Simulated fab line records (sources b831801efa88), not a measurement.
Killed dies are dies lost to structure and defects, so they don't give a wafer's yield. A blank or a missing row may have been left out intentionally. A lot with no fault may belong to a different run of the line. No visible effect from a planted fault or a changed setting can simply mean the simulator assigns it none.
Chamber matching / flow gf180mcu / cmp-02 running GF_V2_CMP_26: 4 sister chambers
The step polishes, stops on SiO2, t overpolish 15 s, target thk 0 nm. 4 wafers are shown with their chamber, then 9 later ones without.

## WAFERS WITH THEIR CHAMBER
wafer=L954.5; chamber=3; motor current A (A)=11.7
wafer=L973.2; chamber=0; motor current A (A)=10.3
wafer=L973.3; chamber=1; motor current A (A)=11.0
wafer=L973.4; chamber=2; motor current A (A)=11.2

## WAFERS MISSING THEIR CHAMBER
wafer=L974.2; motor current A (A)=11.5
wafer=L974.4; motor current A (A)=10.2
wafer=L974.6; motor current A (A)=11.2
wafer=L975.2; motor current A (A)=10.2
wafer=L975.3; motor current A (A)=11.5
wafer=L975.5; motor current A (A)=10.5
wafer=L976.1; motor current A (A)=9.7
wafer=L976.3; motor current A (A)=11.3
wafer=L976.6; motor current A (A)=11.6

## WHICH CHAMBER EACH WENT THROUGH
wafer=L974.2; from the rows above=can't be placed: 3 or 2 or 1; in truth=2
wafer=L974.4; from the rows above=0; in truth=0
wafer=L974.6; from the rows above=can't be placed: 2 or 1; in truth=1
wafer=L975.2; from the rows above=0; in truth=0
wafer=L975.3; from the rows above=can't be placed: 3 or 2 or 1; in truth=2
wafer=L975.5; from the rows above=can't be placed: 0 or 1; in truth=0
wafer=L976.1; from the rows above=0; in truth=0
wafer=L976.3; from the rows above=can't be placed: 2 or 1 or 3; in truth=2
wafer=L976.6; from the rows above=can't be placed: 3 or 2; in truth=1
Placed correctly: 3 of 9. Cannot be placed on the basis of these rows: 6; the candidates contain the true chamber in 5. Wrongly placed: 0.
How it was worked out, from the rows above alone: a wafer's distance from a chamber is the root of the sum, over the readings, of the square of ((its reading less the chamber's mean) divided by the reading's scatter). If the next closest chamber is less than 2 further off than the closest, the wafer can't be placed; otherwise it belongs to the closest. A chamber's mean is the mean of its shown wafers. The scatter: root of mean squared gap, hidden wafer to nearest shown wafer, with one shown wafer a chamber.
